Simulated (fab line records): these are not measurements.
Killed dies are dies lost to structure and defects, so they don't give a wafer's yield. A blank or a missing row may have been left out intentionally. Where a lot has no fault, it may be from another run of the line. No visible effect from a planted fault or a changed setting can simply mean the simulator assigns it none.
fab line records | flow sky130
record lots=6 wafers=18 lastDay=49
route steps=708 shown METAL3@561 VIA3@573
lots with no fault: from the same line, run without faults
startH: start of the lot's first displayed wafer, in hours after the record's first day | waitH: how many hours have passed since the lot's step before this one | " repeats the value in the row above | L1.1+2: a row that stands for several wafers | - value missing, or start not given | * or withheld: withheld | < > ~ a bound
route shown NAME@n: a module of which the file shows steps, and the number in the route of the first | usual: the fault-free wafers' mean and standard deviation | same: alike in all rows | chamber/n: place in a boat | sites: the reading at each site | _std_site: how widely they spread, as a standard deviation | _edge_site: mean of outer sites minus mean of inner sites | radiusMm: how far each site lies from the wafer's centre | mask NAME#n: copy n | behind: tool/chamber where the wafer was last shaped | hold: the reason the lot was held/the length of the hold in hours/how it ended | device: transistor that didn't switch, given as n, p or np | end of line: the tests these same wafers got at the end of their route | a step without rows: its recipe alone | killed: dies that structure and defects cost at the first sort, which is not the same as the wafer's yield | map: dies across one wafer; x = killed, . = not, _ = none there
set.NAME: the setting as run; set.NAME@STEP: as run at that earlier step | model.NAME: the simulator's own value behind a step, which no gauge read
lots at selected steps of the route; one table per step, one row per wafer
services: a tool's chamber out of use, with start hour (startH, from the record's first day; less than 0 if before it), hours out, and reason
## steps
# step SKY_METAL3_PEB_11
# recipe pebTempC=withheld pebTimeS=withheld resist=KrF-thick
# step SKY_METAL3_DEVELOP_12
# recipe developTimeS=60 resist=KrF-thick devTempC=21
# step SKY_METAL3_CD_MEAS_13
# recipe targetCdNm=300
# usual cdNm=299.8/1.4
# columns lot.wafer tool chamber startH waitH cdNm
L822.2 cdSem-02 - 923.74 - 300.1
L822.3 " - " " 298.0
L822.4 " - " " 299.1
L823.1 cdSem-01 - 931.64 - 302.0
L823.4 " - " " 302.6
L823.5 " - " " 301.9
L831.1 cdSem-02 - 990.74 - 300.7
L831.3 " - " " 300.3
L831.5 " - " " 300.6
L832.1 cdSem-01 - 991.77 - 297.4
L832.3 " - " " 298.3
L832.4 " - " " 300.0
L833.4 cdSem-01 - 999.20 - 297.5
L833.5 " - " " 297.2
L833.6 " - " " 298.7
L836.4 cdSem-02 - 1019.40 - 300.0
L836.5 " - " " 300.1
L836.6 " - " " 300.2
# step SKY_METAL3_OVL_MEAS_14
# usual METAL3_OVL=-2/5
# columns lot.wafer tool chamber startH waitH METAL3_OVL[nm]
L822.2 overlay-02 - 923.85 0.1 1
L822.3 " - " " 1
L822.4 " - " " -3
L823.1 overlay-01 - 931.76 0.1 2
L823.4 " - " " 1
L823.5 " - " " 6
L831.1 overlay-01 - 990.86 0.1 -1
L831.3 " - " " -4
L831.5 " - " " 0
L832.1 overlay-02 - 991.89 0.1 -8
L832.3 " - " " -8
L832.4 " - " " -3
L833.4 overlay-01 - 999.28 0.1 4
L833.5 " - " " -5
L833.6 " - " " 2
L836.4 overlay-01 - 1019.48 0.1 -3
L836.5 " - " " 0
L836.6 " - " " -5
# step SKY_METAL3_DESCUM_15
# recipe chemistry=O2 sourcePowerW=150 biasPowerW=0 pressureMtorr=10 tempC=40 timeS=8
# step SKY_METAL3_ETCH_16
# recipe chemistry=N2/H2 target=BARC ionEnergyEv=200 biasW=100 pressureMtorr=30 n2FlowSccm=100 h2FlowSccm=200 icpW=500 stopOn=SiO2 timeS=88.2 targetDepthA=600
# usual drypumpMotorCurrentA=5.7/0.54 n2FlowSccm=100.1/0.31 oesProductAu=0.626/0.005 throttleValvePct=13.205/0.009
# same timeS=88.2
# columns lot.wafer tool chamber startH waitH drypumpMotorCurrentA n2FlowSccm oesProductAu rfHoursCounterH throttleValvePct
L822.2 rieMetal-02 0 923.91 0.0 5.9 100.1 0.619 6 13.195
L822.3 " 0 " " 5.9 100.0 0.625 - 13.212
L822.4 " 1 " " 4.7 100.1 0.616 - 13.199
L823.1 rieMetal-01 1 931.83 0.0 6.4 100.0 0.627 11 13.200
L823.4 " 1 " " 6.4 100.1 0.636 - 13.197
L823.5 " 0 " " 5.8 100.4 0.630 - 13.221
L831.1 rieMetal-02 1 990.93 0.0 4.7 100.7 0.631 10 13.214
L831.3 " 0 " " 5.9 99.9 0.626 - 13.204
L831.5 " 0 " " 5.9 100.3 0.628 - 13.217
L832.1 rieMetal-03 1 991.96 0.0 5.9 100.3 0.627 1 13.194
L832.3 " 0 " " 5.2 100.2 0.631 - 13.205
L832.4 " 1 " " 5.9 99.8 0.631 - 13.189
L833.4 rieMetal-01 0 999.36 0.0 5.8 100.4 0.625 - 13.194
L833.5 " 0 " " 5.8 100.2 0.625 - 13.207
L833.6 " 1 " " 6.3 100.2 0.632 - 13.200
L836.4 rieMetal-02 0 1019.56 0.0 5.9 100.1 0.618 - 13.200
L836.5 " 1 " " 4.7 99.7 0.631 - 13.210
L836.6 " 0 " " 5.9 100.7 0.624 - 13.186
# step SKY_METAL3_ETCH_17
# recipe target=SiO2 stopOn=TiN chemistry=C4F8/O2/Ar sourceW=1500 biasW=1200 pressureMtorr=40 c4f8FlowSccm=withheld O2_flow_sccm=6 Ar_flow_sccm=300 timeS=3.9 targetDepthA=150
# usual oesProductAu=0.755/0.0069
# same timeS=3.9
# columns lot.wafer tool chamber startH waitH oesProductAu
L822.2 rieDiel-01 2 924.01 0.1 0.748
L822.3 " 0 " " 0.750
L822.4 " 3 " " 0.758
L823.1 rieDiel-04 2 931.93 0.1 0.750
L823.4 " 1 " " 0.760
L823.5 " 2 " " 0.758
L831.1 rieDiel-03 1 991.03 0.1 0.757
L831.3 " 3 " " 0.751
L831.5 " 2 " " 0.759
L832.1 rieDiel-04 0 992.06 0.1 0.752
L832.3 " 2 " " 0.745
L832.4 " 1 " " 0.760
L833.4 rieDiel-03 3 999.43 0.0 0.770
L833.5 " 0 " " 0.755
L833.6 " 3 " " 0.748
L836.4 rieDiel-04 3 1019.63 0.0 0.746
L836.5 " 0 " " 0.755
L836.6 " 3 " " 0.755
# step SKY_METAL3_METAL_ETCH_18
# recipe targetDepthA=8450 stopOn=SiO2 overEtchFrac=0.3 timeS=183.1 chemistry=Cl2/BCl3 resistSidewallDeg=88 pressureMtorr=10 icpW=900 biasW=48.5 Cl2_flow_sccm=60 bcl3FlowSccm=30
# usual drypumpMotorCurrentA=5.7/0.51 oesProductAu=0.865/0.0065 throttleValvePct=22.265/0.0095
# same timeS=183.1
# columns lot.wafer tool chamber startH waitH drypumpMotorCurrentA oesProductAu rfHoursCounterH throttleValvePct
L822.2 rieMetal-03 1 924.03 0.0 5.9 0.872 18 22.257
L822.3 " 1 " " 5.9 0.871 - 22.271
L822.4 " 0 " " 5.2 0.871 - 22.274
L823.1 rieMetal-03 1 931.94 0.0 5.9 0.864 18 22.248
L823.4 " 0 " " 5.2 0.860 - 22.250
L823.5 " 1 " " 5.9 0.864 - 22.271
L831.1 rieMetal-01 0 991.05 0.0 5.8 0.877 16 22.269
L831.3 " 1 " " 6.4 0.874 - 22.279
L831.5 " 0 " " 5.8 0.873 - 22.255
L832.1 rieMetal-02 1 992.08 0.0 4.7 0.860 10 22.264
L832.3 " 0 " " 5.8 0.867 - 22.270
L832.4 " 1 " " 4.7 0.862 - 22.254
L833.4 rieMetal-02 0 999.50 0.1 5.9 0.857 - 22.256
L833.5 " 0 " " 5.9 0.856 - 22.266
L833.6 " 1 " " 4.7 0.864 - 22.260
L836.4 rieMetal-03 0 1019.70 0.1 5.2 0.861 - 22.261
L836.5 " 0 " " 5.2 0.860 - 22.268
L836.6 " 1 " " 5.9 0.860 - 22.284
# step SKY_METAL3_STRIP_19
# recipe chemistry=O2/N2 powerW=1400 pressureMtorr=1500 platenTempC=withheld o2FlowSccm=3000 n2FlowSccm=300 overashFraction=0.5
# usual drypumpMotorCurrentA=5.86/0.24 n2FlowSccm=300.1/0.85 oesProductAu=0.502/0.006 stripTimeToEndpointS=6.53/0.094
# columns lot.wafer tool chamber startH waitH drypumpMotorCurrentA n2FlowSccm oesProductAu rfHoursCounterH stripTimeToEndpointS
L822.2 plasmaAsher-01 1 924.21 0.1 6.01 298.0 0.504 50 6.57
L822.3 " 1 " " 5.99 299.6 0.502 - 6.61
L822.4 " 0 " " 5.41 298.3 0.497 - 6.37
L823.1 plasmaAsher-01 0 932.12 0.1 5.41 299.7 0.498 51 6.56
L823.4 " 0 " " 5.42 300.1 0.494 - 6.40
L823.5 " 0 " " 5.39 300.3 0.508 - 6.56
L831.1 plasmaAsher-04 1 991.23 0.1 5.85 301.7 0.506 85 6.52
L831.3 " 0 " " 5.69 299.3 0.504 - 6.47
L831.5 " 1 " " 5.85 300.7 0.503 - 6.54
L832.1 plasmaAsher-03 0 992.26 0.1 5.95 298.4 0.499 116 6.48
L832.3 " 0 " " 5.93 298.4 0.505 - 6.56
L832.4 " 1 " " 6.22 300.0 0.499 - 6.51
L833.4 plasmaAsher-01 1 999.66 0.1 6.00 300.0 0.500 - 6.53
L833.5 " 1 " " 5.99 299.2 0.508 - 6.63
L833.6 " 0 " " 5.43 300.1 0.497 - 6.47
L836.4 plasmaAsher-01 0 1019.86 0.1 5.41 299.8 0.500 - 6.37
L836.5 " 0 " " 5.39 300.2 0.491 - 6.32
L836.6 " 1 " " 6.01 300.4 0.501 - 6.55
# step SKY_METAL3_STRIP_20
# recipe chemistry=postEtchResidueRemover timeS=1200 tempC=72.5
# step SKY_METAL3_CLEAN_21
# recipe chemistry=IPA timeS=180 tempC=25
# step SKY_METAL3_CLEAN_22
# recipe chemistry=O3/DIW dry=n2Spin
# step SKY_VIA3_HDPCVD_00
# recipe material=SiO2 targetThkNm=1635 sigmaOpenFrac=0.3 timeS=272.5 tempC=400 sih4FlowSccm=60 pressureMtorr=6
# usual runLengthS=300.6/0.33
# columns lot.wafer tool chamber startH waitH runLengthS model.SiO2_of_VIA3_HDPCVD_00.thkNm
L822.2 hdpcvd-01 1 924.81 0.0 300.5 1613
L822.3 " 2 " " 300.2 1638
L822.4 " 1 " " 300.5 1615
L823.1 hdpcvd-02 2 932.78 0.0 300.4 1625
L823.4 " 2 " " 300.2 1625
L823.5 " 0 " " 300.1 1631
L831.1 hdpcvd-02 0 991.86 0.0 300.3 1601
L831.3 " 1 " " 300.9 1626
L831.5 " 2 " " 317.0 1734
L832.1 hdpcvd-01 2 992.90 0.0 301.2 1669
L832.3 " 0 " " 300.5 1690
L832.4 " 0 " " 300.8 1663
L833.4 hdpcvd-02 2 1000.30 0.1 316.6 1745
L833.5 " 1 " " 300.4 1639
L833.6 " 0 " " 300.3 1641
L836.4 hdpcvd-01 2 1020.50 0.1 300.6 1648
L836.5 " 0 " " 300.8 1630
L836.6 " 1 " " 300.7 1639
# step SKY_VIA3_THK_MEAS_01
# recipe reads=SiO2_of_VIA3_HDPCVD_00
# usual VIA3_HDPCVD_THK=1639/17
# columns lot.wafer tool chamber startH waitH VIA3_HDPCVD_THK[nm]
L822.2 filmMetro-04 - 924.98 0.1 1614
L822.3 " - " " 1635
L822.4 " - " " 1615
L823.1 filmMetro-04 - 932.95 0.1 1625
L823.4 " - " " 1623
L823.5 " - " " 1632
L831.1 filmMetro-03 - 992.03 0.1 1601
L831.3 " - " " 1627
L831.5 " - " " 1734
L832.1 filmMetro-04 - 993.07 0.1 1670
L832.3 " - " " 1690
L832.4 " - " " 1664
L833.4 filmMetro-03 - 1000.41 0.0 1745
L833.5 " - " " 1636
L833.6 " - " " 1641
L836.4 filmMetro-03 - 1020.61 0.0 1648
L836.5 " - " " 1631
L836.6 " - " " 1638
# step SKY_VIA3_CMP_02
# recipe material=SiO2 downForcePsi=4 platenRpm=60 padVelocityMS=0.94248
# usual motorCurrentA=11.2/0.73
# columns lot.wafer tool chamber startH waitH motorCurrentA
L822.4 cmp-01 2 925.03 0.0 11.4
L822.2 " 3 " " 12.3
L822.3 " 1 " " 11.9
L823.4 cmp-01 2 933.03 0.0 11.8
L823.1 " 0 " " 11.2
L823.5 " 2 " " 11.7
L831.3 cmp-02 1 992.09 0.0 11.5
L831.1 " 0 " " 10.8
L831.5 " 2 " " 10.9
L832.4 cmp-01 0 993.14 0.0 11.1
L832.1 " 1 " " 12.8
L832.3 " 3 " " 12.1
L833.4 cmp-01 3 1000.54 0.1 12.5
L833.6 " 1 " " 12.0
L833.5 " 2 " " 10.9
L836.4 cmp-01 1 1020.64 0.0 12.3
L836.5 " 1 " " 12.2
L836.6 " 2 " " 11.7
## services
# columns tool chamber startH hours kind
rieDiel-03 3 901.63 19.9 repair
rieMetal-02 - 902.56 4.7 repair
cmp-01 - 912.00 4.0 pm
cmp-01 - 916.00 - consumableReplace:conditioner
cmp-01 - 916.00 - consumableReplace:pad
rieDiel-04 - 916.41 2.0 repair
rieDiel-01 3 918.59 4.7 repair
hdpcvd-01 - 926.68 1.1 repair
hdpcvd-01 - 927.54 0.3 repair
hdpcvd-02 2 941.28 35.6 repair
hdpcvd-02 - 950.25 15.0 pm
hdpcvd-02 0 950.25 15.0 ventCycle
hdpcvd-02 1 950.25 15.0 ventCycle
hdpcvd-02 2 950.25 26.6 ventCycle
rieMetal-03 1 959.14 - clean
rieMetal-03 1 959.14 17.3 scheduledDown
rieMetal-03 1 959.14 17.3 ventCycle
hdpcvd-02 0 965.25 - clean
rieDiel-01 1 971.73 6.4 repair
hdpcvd-01 - 976.31 5.5 pm
rieDiel-01 0 999.77 8.9 repair
cmp-02 - 1004.17 2.8 repair
plasmaAsher-01 - 1006.28 4.5 repair
plasmaAsher-04 - 1010.13 7.4 repair
## key
firstSign step=SKY_VIA3_HDPCVD_00 reading=runLengthS direction=up sigmas=49 usual=* struck=*
effect step=SKY_VIA3_THK_MEAS_01 reading=VIA3_HDPCVD_THK direction=up sigmas=5.8 usual=1639 struck=1740
modelEffect step=SKY_VIA3_HDPCVD_00 value=SiO2_of_VIA3_HDPCVD_00.thkNm without=1641 struck=1740
metAt SKY_VIA3_HDPCVD_00
struckWafers L831.5,L833.4
onsetBetween 932.78 991.86
fault kind=processParameterDrift tool=hdpcvd-02 chamber=2 onsetH=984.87 steps=SKY_VIA3_HDPCVD_00 channel=timeS offset=* shape=step endH=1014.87 actsIn=* stated=*
